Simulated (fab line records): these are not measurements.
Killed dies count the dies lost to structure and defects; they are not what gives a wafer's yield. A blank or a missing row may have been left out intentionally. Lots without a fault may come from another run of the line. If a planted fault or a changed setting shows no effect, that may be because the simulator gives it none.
fab line records    flow gf180mcu
record: lots: 24  wafers: 72  lastDay: 34
route steps=602 shown DUAL_GATE@154 SALICIDE@286 M2@366 V2@400 M3@410 V3@430
lots that met no fault: taken from a fault-free run of the same line
startH: the number of hours between the record's first day and the start of the first shown wafer of the lot    waitH: hours from the lot's prior step to this one    " identical to the entry in the row above    L1.1+2: a single row standing in for several wafers    - either no value or no given start    * or withheld: withheld    < > ~ a bound
route shown NAME@n: names a module that has steps shown in the file, with the first one's number in the route    usual: the fault-free wafers' mean and standard deviation    same: alike in all rows    chamber/n: place in a boat    sites: per-site readings    _std_site: the standard deviation of these    _edge_site: the outer-site mean with the inner-site mean subtracted    radiusMm: how far each site lies from the wafer's centre    mask NAME#n: copy n    behind: the last tool/chamber to shape the wafer    hold: cause of the lot's hold/its duration in hours/its outcome    device: which transistor (n, p or np) failed to switch    end of line: the same wafers' tests at the end of the route    a step given without rows: its recipe and nothing more    killed: at the first sort, the dies lost to defects and structure; wafer yield is something else    map: the dies of a wafer, with x for killed, . for not killed, _ for no die there
set.NAME: the setting that was run; set.NAME@STEP: the one run at that earlier step    model.NAME: the simulator's own value behind a step, which no gauge read
the route's steps for a sample of lots (tables are steps, rows are wafers)
services: from which hour (startH, from the record's first day; less than 0 if before it) a tool's chamber was out of use, for how many hours, and why
== steps ==
step: GF_DUAL_GATE_STRIP_13
recipe: chemistry: O2/N2  powerW: 1400  pressureMtorr: 1500  platenTempC: 250  o2FlowSccm: 3000  n2FlowSccm: 300  overashFraction: 0.5
usual: drypumpMotorCurrentA: 5.8/0.4  heaterPowerW: 323/43  o2FlowSccm: 3000/9.7  oesProductAu: 0.716/0.0049  stripTimeToEndpointS: 12.642/0.03
lot.wafer  tool            chamber  startH  waitH  drypumpMotorCurrentA  heaterPowerW  o2FlowSccm  oesProductAu  rfHoursCounterH  stripTimeToEndpointS
L074.1     plasmaAsher-01  0        175.06  0.0    6.1                   278           2998        0.721         6                12.646
L074.2     "               1        "       "      5.3                   320           3012        0.720         6                12.610
L074.4     "               1        "       "      5.3                   330           2990        0.713         -                12.663
L075.1     plasmaAsher-02  0        181.26  0.0    5.7                   294           2999        0.717         55               12.631
L075.2     "               1        "       "      5.5                   405           3009        0.718         55               12.584
L075.3     "               0        "       "      5.7                   298           3002        0.717         -                12.603
L076.2     plasmaAsher-04  1        188.91  0.0    6.5                   322           3015        0.714         54               12.612
L076.4     "               1        "       "      6.5                   322           3005        0.719         -                12.614
L076.5     "               0        "       "      5.8                   323           2991        0.722         -                12.630
L077.1     plasmaAsher-04  0        197.72  0.0    5.8                   322           3007        0.715         55               12.625
L077.3     "               0        "       "      5.8                   331           2991        0.713         -                12.636
L077.4     "               1        "       "      6.5                   325           3006        0.713         -                12.596
L078.1     plasmaAsher-02  1        204.88  0.0    5.4                   397           2996        0.712         57               12.576
L078.4     "               1        "       "      5.4                   405           2988        0.719         -                12.625
L078.6     "               1        "       "      5.4                   399           2989        0.716         -                12.625
L079.4     plasmaAsher-01  1        211.25  0.0    5.3                   321           3002        0.716         -                12.628
L079.5     "               1        "       "      5.2                   322           3003        0.712         -                12.671
L079.6     "               0        "       "      6.1                   266           2984        0.715         -                12.626
L080.1     plasmaAsher-04  1        219.28  0.0    6.5                   320           3008        0.715         57               12.717
L080.2     "               0        "       "      5.8                   321           3011        0.728         57               12.724
L080.6     "               1        "       "      6.5                   325           2989        0.712         -                12.660
L081.2     plasmaAsher-01  1        225.73  0.0    5.2                   323           3010        0.715         11               12.639
L081.5     "               0        "       "      6.1                   274           2991        0.720         -                12.648
L081.6     "               1        "       "      5.2                   323           2996        0.714         -                12.624
L082.1     plasmaAsher-01  0        232.77  0.0    6.1                   266           3022        0.712         12               12.629
L082.3     "               0        "       "      6.1                   261           3016        0.718         -                12.648
L082.5     "               1        "       "      5.3                   316           3005        0.721         -                12.636
L083.1     plasmaAsher-01  1        239.25  0.0    5.3                   330           2993        0.720         12               12.679
L083.3     "               0        "       "      6.1                   266           2984        0.716         -                12.661
L083.4     "               1        "       "      5.3                   326           3000        0.718         -                12.615
L084.1     plasmaAsher-04  1        248.55  0.0    6.5                   324           3000        0.727         60               12.671
L084.2     "               0        "       "      5.9                   331           2989        0.712         60               12.636
L084.3     "               0        "       "      5.9                   339           2995        0.710         -                12.669
L085.1     plasmaAsher-02  0        252.52  0.0    5.8                   298           3017        0.722         62               12.658
L085.3     "               0        "       "      5.8                   290           3005        0.714         -                12.621
L085.5     "               1        "       "      5.4                   400           3022        0.709         -                12.641
L086.1     plasmaAsher-02  1        260.44  0.0    5.5                   393           2995        0.715         63               12.663
L086.2     "               0        "       "      5.8                   301           3002        0.715         63               12.633
L086.5     "               0        "       "      5.8                   286           3002        0.715         -                12.613
L087.1     plasmaAsher-04  1        267.34  0.0    6.5                   325           3011        0.716         62               12.617
L087.3     "               1        "       "      6.5                   330           2994        0.711         -                12.648
L087.6     "               1        "       "      6.5                   327           2996        0.722         -                12.618
L088.2     plasmaAsher-02  1        272.28  0.0    5.4                   412           3001        0.723         64               12.600
L088.3     "               1        "       "      5.4                   392           2993        0.708         -                12.675
L088.4     "               0        "       "      5.7                   292           3006        0.722         -                12.638
L089.3     plasmaAsher-01  0        280.34  0.0    6.1                   268           3005        0.711         -                12.674
L089.4     "               1        "       "      5.3                   331           2996        0.722         -                12.636
L089.6     "               0        "       "      6.1                   272           2994        0.717         -                12.607
L090.1     plasmaAsher-01  1        288.44  0.0    5.2                   324           3004        0.715         17               12.665
L090.2     "               0        "       "      6.1                   272           2988        0.707         17               12.659
L090.3     "               1        "       "      5.3                   326           3003        0.712         -                12.642
L091.1     plasmaAsher-01  1        294.00  0.0    5.3                   329           2998        0.722         18               12.618
L091.3     "               0        "       "      6.1                   270           3004        0.716         -                12.644
L091.5     "               0        "       "      6.1                   272           2994        0.710         -                12.646
L092.1     plasmaAsher-02  1        300.80  0.0    5.5                   399           2980        0.722         67               12.635
L092.5     "               1        "       "      5.4                   401           2987        0.716         -                12.658
L092.6     "               0        "       "      5.8                   291           3012        0.717         -                12.660
L093.1     plasmaAsher-02  0        306.85  0.0    5.7                   292           3006        0.715         68               12.654
L093.3     "               1        "       "      5.4                   409           2988        0.723         -                12.604
L093.5     "               0        "       "      5.8                   293           3003        0.720         -                12.634
L094.1     plasmaAsher-01  1        315.55  0.0    5.3                   325           2995        0.703         20               12.682
L094.3     "               0        "       "      6.1                   273           2996        0.721         -                12.662
L094.5     "               0        "       "      6.1                   267           3014        0.724         -                12.691
L095.2     plasmaAsher-04  0        322.76  0.0    5.9                   335           3006        0.717         68               12.735
L095.3     "               0        "       "      5.9                   328           2998        0.718         -                12.681
L095.4     "               1        "       "      6.5                   325           2988        0.722         -                12.704
L096.2     plasmaAsher-02  1        330.70  0.0    5.4                   400           3014        0.716         69               12.610
L096.4     "               0        "       "      5.8                   295           3001        0.713         -                12.662
L096.5     "               1        "       "      5.5                   400           3017        0.715         -                12.628
L097.2     plasmaAsher-02  0        333.64  0.0    5.7                   288           2995        0.722         70               12.641
L097.4     "               1        "       "      5.4                   407           2996        0.710         -                12.626
L097.6     "               1        "       "      5.5                   394           2988        0.718         -                12.621
step: GF_SALICIDE_RTA_08
recipe: tempC: 800  timeS: 30  ambient: N2
usual: annealTempCMax: 803.2/0.88  lampPowerPct: 16.88/0.29  wafer_temp_C_max: 802.8/0.6
lot.wafer  tool          chamber  startH  waitH  annealTempCMax  lampPowerPct  wafer_temp_C_max
L074.1     rtpAnneal-01  0        338.22  0.0    803.7           16.65         801.8
L074.2     "             0        "       "      803.1           16.68         803.1
L074.4     "             0        "       "      803.9           16.64         803.2
L075.1     rtpAnneal-02  0        344.80  0.0    801.8           17.25         802.9
L075.2     "             0        "       "      802.1           17.22         803.2
L075.3     "             0        "       "      802.8           17.22         801.9
L076.2     rtpAnneal-01  0        356.06  0.0    803.5           16.65         803.3
L076.4     "             0        "       "      803.4           16.64         803.1
L076.5     "             0        "       "      803.3           16.64         803.9
L077.1     rtpAnneal-02  0        366.48  0.0    802.8           17.24         803.0
L077.3     "             0        "       "      803.3           17.26         803.1
L077.4     "             0        "       "      802.8           17.22         802.9
L078.1     rtpAnneal-01  0        374.68  0.0    804.1           16.67         803.5
L078.4     "             0        "       "      803.4           16.62         803.6
L078.6     "             0        "       "      803.4           16.63         802.5
L079.4     rtpAnneal-01  0        385.37  0.1    803.7           16.63         802.4
L079.5     "             0        "       "      802.9           16.63         802.9
L079.6     "             0        "       "      804.3           16.64         803.2
L080.1     rtpAnneal-01  0        395.96  0.0    803.3           16.64         803.5
L080.2     "             0        "       "      803.6           16.64         802.3
L080.6     "             0        "       "      803.1           16.64         802.8
L081.2     rtpAnneal-02  0        405.60  0.0    803.0           17.25         802.9
L081.5     "             0        "       "      802.7           17.23         802.2
L081.6     "             0        "       "      802.8           17.22         802.8
L082.1     rtpAnneal-01  0        412.81  0.0    804.7           16.63         802.5
L082.3     "             0        "       "      804.5           16.64         802.0
L082.5     "             0        "       "      804.1           16.65         802.7
L083.1     rtpAnneal-01  0        420.69  0.0    804.3           16.62         803.3
L083.3     "             0        "       "      804.3           16.62         802.8
L083.4     "             0        "       "      803.6           16.64         802.3
L084.1     rtpAnneal-01  0        430.86  0.0    804.3           16.59         802.9
L084.2     "             0        "       "      803.8           16.61         805.2
L084.3     "             0        "       "      803.5           16.62         802.4
L085.1     rtpAnneal-01  0        435.07  0.0    805.2           16.63         802.3
L085.3     "             0        "       "      803.6           16.64         802.9
L085.5     "             0        "       "      802.7           16.64         802.8
L086.1     rtpAnneal-02  0        453.78  0.0    801.4           17.24         802.7
L086.2     "             0        "       "      801.3           17.25         802.7
L086.5     "             0        "       "      802.5           17.23         801.9
L087.1     rtpAnneal-02  0        456.88  0.0    802.4           17.24         803.3
L087.3     "             0        "       "      802.3           17.23         802.3
L087.6     "             0        "       "      802.0           17.22         802.6
L088.2     rtpAnneal-01  0        464.75  0.0    802.8           16.63         802.1
L088.3     "             0        "       "      803.9           16.63         802.9
L088.4     "             0        "       "      804.3           16.66         802.4
L089.3     rtpAnneal-02  0        471.92  0.0    802.3           17.22         802.2
L089.4     "             0        "       "      802.8           17.22         803.2
L089.6     "             0        "       "      802.3           17.26         802.9
L090.1     rtpAnneal-02  0        482.37  0.0    802.8           17.22         802.5
L090.2     "             0        "       "      802.5           17.23         802.8
L090.3     "             0        "       "      802.6           17.21         803.0
L091.1     rtpAnneal-02  0        488.14  0.0    802.1           17.21         802.1
L091.3     "             0        "       "      802.2           17.26         802.7
L091.5     "             0        "       "      802.1           17.24         803.3
L092.1     rtpAnneal-01  0        496.69  0.0    804.1           16.65         803.9
L092.5     "             0        "       "      804.8           16.63         804.6
L092.6     "             0        "       "      804.5           16.60         802.4
L093.1     rtpAnneal-02  0        502.84  0.0    801.7           17.19         802.5
L093.3     "             0        "       "      802.8           17.23         802.6
L093.5     "             0        "       "      802.8           17.24         803.5
L094.1     rtpAnneal-01  0        513.82  0.0    805.9           16.63         803.5
L094.3     "             0        "       "      803.7           16.65         801.6
L094.5     "             0        "       "      803.2           16.62         802.4
L095.2     rtpAnneal-02  0        520.13  0.0    803.0           17.21         803.0
L095.3     "             0        "       "      802.3           17.21         803.4
L095.4     "             0        "       "      802.6           17.22         802.1
L096.2     rtpAnneal-01  0        525.74  0.0    803.1           16.61         803.0
L096.4     "             0        "       "      803.4           16.64         802.2
L096.5     "             0        "       "      803.3           16.65         802.8
L097.2     rtpAnneal-01  0        532.88  0.0    803.2           16.64         802.9
L097.4     "             0        "       "      803.9           16.65         802.2
L097.6     "             0        "       "      804.1           16.64         802.8
step: GF_M2_SPUTTER_04
recipe: material: TiN  targetThkNm: 50  powerW: 6500  timeS: 41.7  chamberPressurePa: 0.4
usual: cathodeDcPowerW: 6499.9/1.2  throttleValvePct: 29.9/1
lot.wafer  tool           chamber  startH  waitH  cathodeDcPowerW  throttleValvePct
L074.1     pvdSputter-02  -        411.12  0.0    6498.5           29.6
L074.2     "              -        "       "      6500.1           30.5
L074.4     "              -        "       "      6498.4           30.6
L075.1     pvdSputter-04  -        419.04  0.0    6499.4           31.4
L075.2     "              -        "       "      6500.2           29.4
L075.3     "              -        "       "      6498.6           27.9
L076.2     pvdSputter-03  -        431.56  0.0    6502.1           30.5
L076.4     "              -        "       "      6497.1           31.3
L076.5     "              -        "       "      6501.6           29.5
L077.1     pvdSputter-04  -        443.41  0.0    6500.2           28.9
L077.3     "              -        "       "      6500.7           28.2
L077.4     "              -        "       "      6500.5           31.3
L078.1     pvdSputter-04  -        450.54  0.0    6498.6           28.1
L078.4     "              -        "       "      6501.4           29.0
L078.6     "              -        "       "      6499.3           31.5
L079.4     pvdSputter-03  -        462.17  0.0    6500.6           30.4
L079.5     "              -        "       "      6499.6           29.8
L079.6     "              -        "       "      6500.2           30.2
L080.1     pvdSputter-02  -        473.20  0.0    6499.1           29.5
L080.2     "              -        "       "      6499.2           30.3
L080.6     "              -        "       "      6499.7           30.4
L081.2     pvdSputter-03  -        484.03  0.0    6499.7           31.2
L081.5     "              -        "       "      6498.6           31.1
L081.6     "              -        "       "      6500.1           30.6
L082.1     pvdSputter-02  -        491.21  0.0    6499.7           29.6
L082.3     "              -        "       "      6499.4           30.3
L082.5     "              -        "       "      6499.9           30.7
L083.1     pvdSputter-02  -        498.88  0.0    6497.5           30.5
L083.3     "              -        "       "      6498.2           29.8
L083.4     "              -        "       "      6500.8           30.4
L084.1     pvdSputter-04  -        509.23  0.0    6500.6           28.9
L084.2     "              -        "       "      6500.3           31.3
L084.3     "              -        "       "      6499.1           29.0
L085.1     pvdSputter-04  -        512.07  0.0    6497.1           31.2
L085.3     "              -        "       "      6500.4           28.3
L085.5     "              -        "       "      6499.1           31.1
L086.1     pvdSputter-04  -        530.97  0.0    6501.0           28.2
L086.2     "              -        "       "      6501.5           28.8
L086.5     "              -        "       "      6501.2           29.1
L087.1     pvdSputter-03  -        533.02  0.0    6499.1           30.5
L087.3     "              -        "       "      6498.9           31.0
L087.6     "              -        "       "      6498.5           29.3
L088.2     pvdSputter-04  -        541.21  0.0    6499.6           28.8
L088.3     "              -        "       "      6500.7           28.3
L088.4     "              -        "       "      6500.6           31.4
L089.3     pvdSputter-03  -        547.38  0.0    6500.9           31.1
L089.4     "              -        "       "      6498.7           30.4
L089.6     "              -        "       "      6500.0           30.5
L090.1     pvdSputter-04  -        557.31  0.0    6500.6           29.1
L090.2     "              -        "       "      6499.3           28.8
L090.3     "              -        "       "      6499.2           31.5
L091.1     pvdSputter-04  -        562.18  0.0    6500.2           31.8
L091.3     "              -        "       "      6499.2           28.9
L091.5     "              -        "       "      6501.1           31.3
L092.1     pvdSputter-02  -        569.75  0.0    6498.2           30.2
L092.5     "              -        "       "      6499.4           30.0
L092.6     "              -        "       "      6500.3           30.5
L093.1     pvdSputter-03  -        576.10  0.0    6499.6           31.3
L093.3     "              -        "       "      6500.7           30.2
L093.5     "              -        "       "      6501.6           30.5
L094.1     pvdSputter-04  -        585.94  0.0    6498.8           31.5
L094.3     "              -        "       "      6498.6           28.9
L094.5     "              -        "       "      6499.5           29.0
L095.2     pvdSputter-03  -        591.09  0.0    6502.0           31.4
L095.3     "              -        "       "      6500.1           30.5
L095.4     "              -        "       "      6501.0           30.2
L096.2     pvdSputter-02  -        597.14  0.0    6497.7           30.4
L096.4     "              -        "       "      6500.2           29.9
L096.5     "              -        "       "      6499.3           29.5
L097.2     pvdSputter-03  -        603.39  0.0    6500.4           29.6
L097.4     "              -        "       "      6500.8           30.2
L097.6     "              -        "       "      6498.2           30.4
step: GF_V2_STRIP_18
recipe: chemistry: O2/N2  powerW: 1400  pressureMtorr: 1500  platenTempC: 250  o2FlowSccm: 3000  n2FlowSccm: 300  overashFraction: 0.5
usual: drypumpMotorCurrentA: 5.9/0.45  heaterPowerW: 329/27  o2FlowSccm: 2996/8.2  oesProductAu: 0.593/0.0048
lot.wafer  tool            chamber  startH  waitH  drypumpMotorCurrentA  heaterPowerW  o2FlowSccm  oesProductAu  rfHoursCounterH
L074.1     plasmaAsher-01  1        461.68  -      5.3                   329           3000        0.593         35
L074.2     "               0        "       "      6.1                   268           2990        0.595         35
L074.4     "               0        "       "      6.1                   271           3007        0.591         -
L075.1     plasmaAsher-01  1        468.70  -      5.3                   329           3004        0.592         36
L075.2     "               0        "       "      6.1                   264           2983        0.593         36
L075.3     "               1        "       "      5.2                   327           2991        0.588         -
L076.2     plasmaAsher-03  1        481.30  -      5.2                   345           2994        0.602         72
L076.4     "               1        "       "      5.3                   345           2990        0.594         -
L076.5     "               0        "       "      6.0                   349           3002        0.598         -
L077.1     plasmaAsher-01  1        492.98  -      5.3                   326           2997        0.597         38
L077.3     "               1        "       "      5.3                   324           2988        0.594         -
L077.4     "               0        "       "      6.1                   265           2997        0.594         -
L078.1     plasmaAsher-04  0        499.53  -      5.9                   332           3000        0.598         87
L078.4     "               0        "       "      5.9                   324           3003        0.601         -
L078.6     "               1        "       "      6.5                   324           2981        0.592         -
L079.4     plasmaAsher-04  1        511.62  -      6.5                   320           3009        0.598         -
L079.5     "               1        "       "      6.5                   319           2997        0.596         -
L079.6     "               0        "       "      5.9                   333           2978        0.595         -
L080.1     plasmaAsher-03  1        522.43  -      5.2                   350           3008        0.595         77
L080.2     "               0        "       "      6.0                   356           3000        0.595         77
L080.6     "               0        "       "      6.0                   362           2997        0.586         -
L081.2     plasmaAsher-03  1        533.45  -      5.3                   345           3002        0.593         78
L081.5     "               1        "       "      5.3                   345           2999        0.591         -
L081.6     "               0        "       "      6.0                   357           2996        0.586         -
L082.1     plasmaAsher-03  0        540.24  -      6.0                   365           2999        0.593         79
L082.3     "               1        "       "      5.3                   353           3002        0.599         -
L082.5     "               1        "       "      5.3                   346           2975        0.597         -
L083.1     plasmaAsher-04  0        546.43  -      5.9                   330           2987        0.588         92
L083.3     "               1        "       "      6.5                   335           3013        0.591         -
L083.4     "               0        "       "      5.9                   323           2995        0.588         -
L084.1     plasmaAsher-01  1        557.38  -      5.3                   334           2995        0.590         45
L084.2     "               0        "       "      6.1                   267           2990        0.595         45
L084.3     "               1        "       "      5.3                   331           2998        0.600         -
L085.1     plasmaAsher-04  0        558.90  -      5.9                   333           2988        0.605         94
L085.3     "               1        "       "      6.5                   325           3002        0.596         -
L085.5     "               1        "       "      6.5                   326           2988        0.582         -
L086.1     plasmaAsher-01  0        577.20  -      6.1                   271           2986        0.584         47
L086.2     "               1        "       "      5.2                   320           3004        0.589         47
L086.5     "               1        "       "      5.2                   331           2997        0.583         -
L087.1     plasmaAsher-04  0        578.80  -      5.9                   321           2994        0.597         96
L087.3     "               0        "       "      5.9                   322           2985        0.598         -
L087.6     "               1        "       "      6.6                   327           2996        0.602         -
L088.2     plasmaAsher-03  1        586.58  -      5.3                   345           2995        0.599         84
L088.3     "               1        "       "      5.3                   348           2994        0.595         -
L088.4     "               0        "       "      6.0                   363           3005        0.595         -
L089.3     plasmaAsher-04  1        592.24  -      6.5                   325           3014        0.595         -
L089.4     "               0        "       "      5.9                   313           3004        0.597         -
L089.6     "               1        "       "      6.5                   327           3009        0.592         -
L090.1     plasmaAsher-03  0        602.33  -      6.0                   357           2995        0.596         86
L090.2     "               1        "       "      5.3                   345           3000        0.589         86
L090.3     "               1        "       "      5.3                   348           2995        0.591         -
L091.1     plasmaAsher-04  0        606.57  -      5.9                   338           2979        0.593         99
L091.3     "               1        "       "      6.5                   324           2984        0.591         -
L091.5     "               0        "       "      5.9                   329           2987        0.589         -
L092.1     plasmaAsher-04  1        614.83  -      6.5                   322           3012        0.591         100
L092.5     "               1        "       "      6.5                   326           3005        0.590         -
L092.6     "               0        "       "      5.9                   333           2984        0.588         -
L093.1     plasmaAsher-03  1        620.62  -      5.3                   349           3001        0.595         88
L093.3     "               0        "       "      6.0                   356           3005        0.592         -
L093.5     "               1        "       "      5.3                   348           3008        0.584         -
L094.1     plasmaAsher-03  0        629.80  -      6.0                   364           2991        0.593         89
L094.3     "               1        "       "      5.3                   351           2992        0.595         -
L094.5     "               0        "       "      6.0                   369           2999        0.584         -
L095.2     plasmaAsher-04  1        633.52  -      6.5                   322           2995        0.587         102
L095.3     "               1        "       "      6.5                   319           2983        0.591         -
L095.4     "               0        "       "      5.9                   326           3003        0.594         -
L096.2     plasmaAsher-01  0        640.58  -      6.1                   267           2987        0.593         51
L096.4     "               1        "       "      5.3                   326           2994        0.591         -
L096.5     "               0        "       "      6.1                   269           2991        0.583         -
L097.2     plasmaAsher-03  0        646.64  -      6.0                   361           3000        0.589         91
L097.4     "               1        "       "      5.3                   333           2985        0.587         -
L097.6     "               0        "       "      6.0                   358           3009        0.585         -
step: GF_M3_SPUTTER_01
recipe: material: TiN  targetThkNm: 30  powerW: 6500  timeS: 25  chamberPressurePa: 0.4
usual: cathodeDcPowerW: 6500.1/1.2  throttleValvePct: 29.8/1.3
lot.wafer  tool           chamber  startH  waitH  cathodeDcPowerW  throttleValvePct
L074.1     pvdSputter-04  -        463.02  0.1    6499.2           28.9
L074.2     "              -        "       "      6500.7           31.3
L074.4     "              -        "       "      6501.0           28.0
L075.1     pvdSputter-01  -        470.07  0.1    6500.1           30.1
L075.2     "              -        "       "      6499.9           27.7
L075.3     "              -        "       "      6501.1           31.9
L076.2     pvdSputter-01  -        482.66  0.1    6500.9           29.8
L076.4     "              -        "       "      6497.6           29.4
L076.5     "              -        "       "      6499.7           30.2
L077.1     pvdSputter-03  -        495.33  0.1    6499.6           30.4
L077.3     "              -        "       "      6499.2           30.2
L077.4     "              -        "       "      6499.8           31.3
L078.1     pvdSputter-01  -        501.89  0.1    6499.9           30.1
L078.4     "              -        "       "      6499.5           29.5
L078.6     "              -        "       "      6500.0           29.9
L079.4     pvdSputter-03  -        512.93  0.0    6499.1           31.1
L079.5     "              -        "       "      6499.0           30.6
L079.6     "              -        "       "      6499.2           30.5
L080.1     pvdSputter-01  -        523.79  0.1    6500.0           32.0
L080.2     "              -        "       "      6500.0           29.3
L080.6     "              -        "       "      6500.1           29.3
L081.2     pvdSputter-01  -        534.78  0.1    6501.1           29.3
L081.5     "              -        "       "      6500.5           29.1
L081.6     "              -        "       "      6500.3           31.6
L082.1     pvdSputter-01  -        541.56  0.1    6503.3           28.0
L082.3     "              -        "       "      6500.6           31.8
L082.5     "              -        "       "      6500.2           28.0
L083.1     pvdSputter-01  -        547.76  0.1    6498.3           27.9
L083.3     "              -        "       "      6499.2           29.6
L083.4     "              -        "       "      6499.9           29.2
L084.1     pvdSputter-03  -        558.74  0.1    6499.6           29.5
L084.2     "              -        "       "      6498.7           30.6
L084.3     "              -        "       "      6498.1           30.7
L085.1     pvdSputter-01  -        560.27  0.1    6498.9           29.9
L085.3     "              -        "       "      6498.7           28.1
L085.5     "              -        "       "      6499.7           29.9
L086.1     pvdSputter-03  -        578.87  0.1    6501.3           29.4
L086.2     "              -        "       "      6499.9           31.2
L086.5     "              -        "       "      6500.0           31.2
L087.1     pvdSputter-04  -        580.13  0.1    6496.8           29.3
L087.3     "              -        "       "      6498.6           31.3
L087.6     "              -        "       "      6500.0           29.1
L088.2     pvdSputter-03  -        587.91  0.1    6500.7           30.3
L088.3     "              -        "       "      6499.2           31.4
L088.4     "              -        "       "      6499.5           29.2
L089.3     pvdSputter-01  -        593.62  0.1    6500.2           28.0
L089.4     "              -        "       "      6499.5           29.2
L089.6     "              -        "       "      6500.3           30.3
L090.1     pvdSputter-04  -        603.67  0.1    6501.9           29.0
L090.2     "              -        "       "      6499.5           28.9
L090.3     "              -        "       "      6499.7           27.9
L091.1     pvdSputter-01  -        607.90  0.1    6499.3           29.4
L091.3     "              -        "       "      6499.2           28.2
L091.5     "              -        "       "      6500.4           29.4
L092.1     pvdSputter-01  -        616.16  0.1    6499.6           29.9
L092.5     "              -        "       "      6501.1           32.1
L092.6     "              -        "       "      6500.4           28.1
L093.1     pvdSputter-01  -        621.95  0.1    6500.3           29.3
L093.3     "              -        "       "      6500.2           28.0
L093.5     "              -        "       "      6501.2           30.0
L094.1     pvdSputter-04  -        631.16  0.1    6501.7           29.0
L094.3     "              -        "       "      6499.7           28.1
L094.5     "              -        "       "      6499.7           29.4
L095.2     pvdSputter-01  -        634.89  0.1    6502.0           28.0
L095.3     "              -        "       "      6500.2           31.8
L095.4     "              -        "       "      6500.7           30.1
L096.2     pvdSputter-01  -        641.91  0.1    6498.7           27.8
L096.4     "              -        "       "      6501.5           31.7
L096.5     "              -        "       "      6499.6           29.9
L097.2     pvdSputter-01  -        648.00  0.1    6502.5           32.0
L097.4     "              -        "       "      6501.5           30.1
L097.6     "              -        "       "      6498.0           30.1
step: GF_V3_THK_MEAS_01
recipe: reads: SiO2_of_V3_CVD_00
usual: V3_CVD_00_THK: 599/5.7
lot.wafer  tool          chamber  startH  waitH  V3_CVD_00_THK[nm]
L074.1     filmMetro-04  -        489.17  0.0    593
L074.2     "             -        "       "      600
L074.4     "             -        "       "      595
L075.1     filmMetro-02  -        494.94  0.0    600
L075.2     "             -        "       "      609
L075.3     "             -        "       "      599
L076.2     filmMetro-04  -        507.31  0.1    598
L076.4     "             -        "       "      596
L076.5     "             -        "       "      598
L077.1     filmMetro-04  -        519.76  0.0    600
L077.3     "             -        "       "      601
L077.4     "             -        "       "      593
L078.1     filmMetro-04  -        525.64  0.0    596
L078.4     "             -        "       "      593
L078.6     "             -        "       "      595
L079.4     filmMetro-03  -        536.54  0.0    591
L079.5     "             -        "       "      600
L079.6     "             -        "       "      592
L080.1     filmMetro-02  -        547.71  0.0    605
L080.2     "             -        "       "      607
L080.6     "             -        "       "      603
L081.2     filmMetro-02  -        558.20  0.0    600
L081.5     "             -        "       "      598
L081.6     "             -        "       "      604
L082.1     filmMetro-03  -        564.46  0.0    600
L082.3     "             -        "       "      605
L082.5     "             -        "       "      603
L083.1     filmMetro-02  -        570.71  0.0    601
L083.3     "             -        "       "      598
L083.4     "             -        "       "      604
L084.1     filmMetro-02  -        582.24  0.0    598
L084.2     "             -        "       "      594
L084.3     "             -        "       "      597
L085.1     filmMetro-04  -        583.46  0.0    609
L085.3     "             -        "       "      606
L085.5     "             -        "       "      613
L086.1     filmMetro-02  -        601.27  0.1    601
L086.2     "             -        "       "      594
L086.5     "             -        "       "      603
L087.1     filmMetro-02  -        602.86  0.1    601
L087.3     "             -        "       "      594
L087.6     "             -        "       "      591
L088.2     filmMetro-04  -        609.80  0.0    593
L088.3     "             -        "       "      594
L088.4     "             -        "       "      602
L089.3     filmMetro-03  -        616.04  0.1    608
L089.4     "             -        "       "      596
L089.6     "             -        "       "      597
L090.1     filmMetro-03  -        625.41  0.0    592
L090.2     "             -        "       "      592
L090.3     "             -        "       "      596
L091.1     filmMetro-03  -        629.50  0.0    597
L091.3     "             -        "       "      593
L091.5     "             -        "       "      598
L092.1     filmMetro-03  -        637.37  0.0    605
L092.5     "             -        "       "      597
L092.6     "             -        "       "      598
L093.1     filmMetro-03  -        643.32  0.0    597
L093.3     "             -        "       "      600
L093.5     "             -        "       "      597
L094.1     filmMetro-02  -        651.57  0.0    601
L094.3     "             -        "       "      604
L094.5     "             -        "       "      602
L095.2     filmMetro-02  -        655.52  0.0    600
L095.3     "             -        "       "      607
L095.4     "             -        "       "      600
L096.2     filmMetro-04  -        662.14  0.0    606
L096.4     "             -        "       "      603
L096.5     "             -        "       "      603
L097.2     filmMetro-03  -        668.34  0.0    589
L097.4     "             -        "       "      591
L097.6     "             -        "       "      594
== services ==
tool            chamber  startH  hours  kind
plasmaAsher-04  -        176.37  1.9    repair
pvdSputter-04   -        192.95  5.2    repair
plasmaAsher-03  -        223.86  2.8    pm
pvdSputter-03   -        237.96  6.1    repair
plasmaAsher-02  -        312.28  2.8    pm
plasmaAsher-02  -        317.66  1.6    repair
plasmaAsher-01  -        363.71  1.3    repair
plasmaAsher-02  -        421.25  9.0    pm
plasmaAsher-01  -        488.35  2.8    pm
pvdSputter-03   -        506.99  3.8    repair
pvdSputter-02   -        510.40  4.8    repair
pvdSputter-01   -        510.79  1.6    repair
pvdSputter-01   2        520.99  -      consumableReplace:kit
pvdSputter-01   2        520.99  18.0   scheduledDown
pvdSputter-01   2        520.99  18.0   ventCycle
pvdSputter-03   -        530.89  1.1    repair
pvdSputter-04   -        532.45  3.6    repair
pvdSputter-03   -        534.07  8.7    repair
plasmaAsher-02  -        540.91  4.0    repair
plasmaAsher-01  -        585.26  4.3    pm
plasmaAsher-01  -        602.21  15.6   pm
pvdSputter-03   -        613.10  4.8    repair
pvdSputter-04   -        639.59  5.2    repair
pvdSputter-04   -        642.30  5.5    repair
== key ==
fault none
